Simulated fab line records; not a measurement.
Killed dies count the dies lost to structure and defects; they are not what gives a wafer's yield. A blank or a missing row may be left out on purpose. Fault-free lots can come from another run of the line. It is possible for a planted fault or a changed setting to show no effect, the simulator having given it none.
One fault seen from 2 desks :: flow gf180mcu :: what lay behind the numbers comes last; until then each desk has only its own

== THE METROLOGY DESK ==
What the gauges read for every lot (on any tool): the sampled wafers with a number, averaged. If a lot's mean is further than 4 standard deviations from the usual mean, the lot is out of limits and carries the mark OUT (the distance appears in the brackets).
Columns: A = POLY_GATE_CVD_00_THK at GF_POLY_GATE_THK_MEAS_01, usual 199.3 nm; B = cd_nm at GF_M2_CD_MEAS_14, usual 279.6 nm
lot: L279
first seen here: day 8 21:32
A: 199.5
B: 281.4

lot: L280
first seen here: day 9 03:05
A: 198.4
B: 281.2

lot: L281
first seen here: day 9 14:13
A: 202.4
B: 280.1

lot: L282
first seen here: day 9 19:09
A: 204.8
B: 279.4

lot: L283
first seen here: day 10 03:53
A: 200.6
B: 279.7

lot: L286
first seen here: day 11 02:43
A: 202.9
B: 281.1

lot: L287
first seen here: day 11 11:44
A: 197.4
B: 278.2

lot: L289
first seen here: day 11 22:41
A: 199.3
B: 279.3

lot: L292
first seen here: day 12 22:45
A: 198.3
B: 279.4

lot: L298
first seen here: day 14 11:41
A: 177.6 (-9.9) OUT
B: 279.5

lot: L299
first seen here: day 14 18:48
A: 198.2
B: 279.1

lot: L300
first seen here: day 15 03:05
A: 199.3
B: 281.4
This desk reports L298 out of limits; the earliest was L298 at day 14 11:41 (POLY_GATE_CVD_00_THK at GF_POLY_GATE_THK_MEAS_01). In limits: L279, L280, L281, L282, L283, L286, L287, L289, L292, L299, L300.

== THE TOOL OWNER'S DESK: lpcvd-02 ==
The tool's own readings at GF_POLY_GATE_CVD_00 (deposits poly-Si, target thk 200 nm, time 1200 s): means of the sampled wafers that have a number, for each lot that ran on this tool. If a lot's mean is further than 4 standard deviations from the usual mean, the lot is out of limits and carries the mark OUT (the distance appears in the brackets).
Columns: A = pressure_mtorr at GF_POLY_GATE_CVD_00, usual 200.0 mTorr
lot: L281
first seen here: day 9 12:52
A: 199.8

lot: L283
first seen here: day 10 02:34
A: 199.9

lot: L286
first seen here: day 11 01:22
A: 199.8

lot: L287
first seen here: day 11 10:24
A: 199.9

lot: L289
first seen here: day 11 21:21
A: 200.1

lot: L292
first seen here: day 12 21:25
A: 200.2

lot: L298
first seen here: day 14 10:21
A: 160.2 (-99 or more) OUT
This desk's verdict: out of limits on L298, starting with L298 at day 14 10:21 (pressure_mtorr at GF_POLY_GATE_CVD_00). In limits: L281, L283, L286, L287, L289, L292.

== BROUGHT TOGETHER ==
At day 14 10:21, on L298, the tool owner's desk was in a position to raise an alarm.
An alarm was possible from the metrology desk at day 14 11:41, on L298.
The lots listed all ran GF_POLY_GATE_CVD_00 on lpcvd-02.

== WHAT HAD BEEN PUT IN BY THE SIMULATOR ==
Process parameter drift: lpcvd-02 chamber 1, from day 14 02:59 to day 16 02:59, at GF_POLY_GATE_CVD_00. The setting pressure_mtorr was moved by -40, starting from 200. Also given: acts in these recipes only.
Lots struck among those shown: L298.
Fault start to first reading out of limits, in hours, per desk: tool owner, 7; metrology, 9.
